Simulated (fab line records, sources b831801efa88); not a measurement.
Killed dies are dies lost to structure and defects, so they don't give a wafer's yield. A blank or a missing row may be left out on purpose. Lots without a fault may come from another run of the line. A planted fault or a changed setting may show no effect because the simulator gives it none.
One fault seen from 2 desks | flow sky130 | each desk has only its own numbers; what lay behind them comes last

THE TOOL OWNER'S DESK: cmp-01
The tool's own readings at SKY_VIA4_CMP_21 (polishes, stops on SiO2, t overpolish 25 s, target thk 0 nm): means of the sampled wafers that have a number, for each lot that ran on this tool. A lot is out of limits, marked OUT, if its mean lies more than 4 standard deviations from the usual mean; the brackets give that distance.
Columns: A = edge_zone_pressure_frac at SKY_VIA4_CMP_21, usual 1.000; B = head_pressure_psi at SKY_VIA4_CMP_21, usual 3.500 psi; C = motor_current_A at SKY_VIA4_CMP_21, usual 11.0 A; D = overpolish_run_s at SKY_VIA4_CMP_21, usual 25.000 s; E = time_to_endpoint_s at SKY_VIA4_CMP_21, usual 123 s
lot  | first seen here | A     | B     | C    | D      | E
L604 | day 45 11:47    | 0.998 | 3.507 | 11.2 | 25.010 | 124
L611 | day 46 07:46    | 1.000 | 3.494 | 10.6 | 24.998 | 123
L612 | day 47 01:36    | 0.998 | 3.502 | 11.3 | 24.992 | 124
L614 | day 47 11:11    | 0.999 | 3.497 | 10.4 | 24.991 | 121
L616 | day 47 20:01    | 1.006 | 3.503 | 11.2 | 24.999 | 124
L617 | day 48 01:34    | 0.999 | 3.504 | 9.9  | 25.005 | 118
L621 | day 48 22:59    | 0.997 | 3.499 | 11.1 | 24.993 | 125
L623 | day 49 02:30    | 0.999 | 3.497 | 10.4 | 24.999 | 123
This desk's finding: nothing out of limits on any of the 8 lots.

THE METROLOGY DESK
What the gauges read, lot by lot, whatever tool the lot ran on: means of the sampled wafers that have a number. A lot is out of limits, marked OUT, if its mean lies more than 4 standard deviations from the usual mean; the brackets give that distance.
Columns: A = METAL4_OVL at SKY_METAL4_OVL_MEAS_14, usual -1 nm; B = METAL5_ALCU_RS at SKY_METAL5_RS_MEAS_05, usual 0.0270 ohm/sq
lot  | first seen here | A   | B
L600 | day 42 03:13    | -1  | 0.0271
L602 | day 42 13:58    | -1  | 0.0271
L604 | day 44 08:45    | -7  | 0.0271
L605 | day 44 14:31    | 2   | -
L607 | day 45 01:58    | 8   | -
L611 | day 45 06:55    | 2   | 0.0269
L612 | day 45 23:24    | -16 | 0.0269
L614 | day 46 12:31    | 3   | 0.0267
L616 | day 46 20:21    | -2  | 0.0266
L617 | day 46 23:30    | 0   | 0.0273
L619 | day 47 02:15    | 2   | 0.0274
L620 | day 47 06:39    | 0   | 0.0269
L621 | day 47 23:24    | -7  | 0.0273
L623 | day 48 03:31    | -5  | 0.0270
This desk's finding: nothing out of limits on any of the 14 lots.

PUT TOGETHER
The tool owner's desk saw nothing out of limits.
The metrology desk saw nothing out of limits.

WHAT THE SIMULATOR HAD PUT IN
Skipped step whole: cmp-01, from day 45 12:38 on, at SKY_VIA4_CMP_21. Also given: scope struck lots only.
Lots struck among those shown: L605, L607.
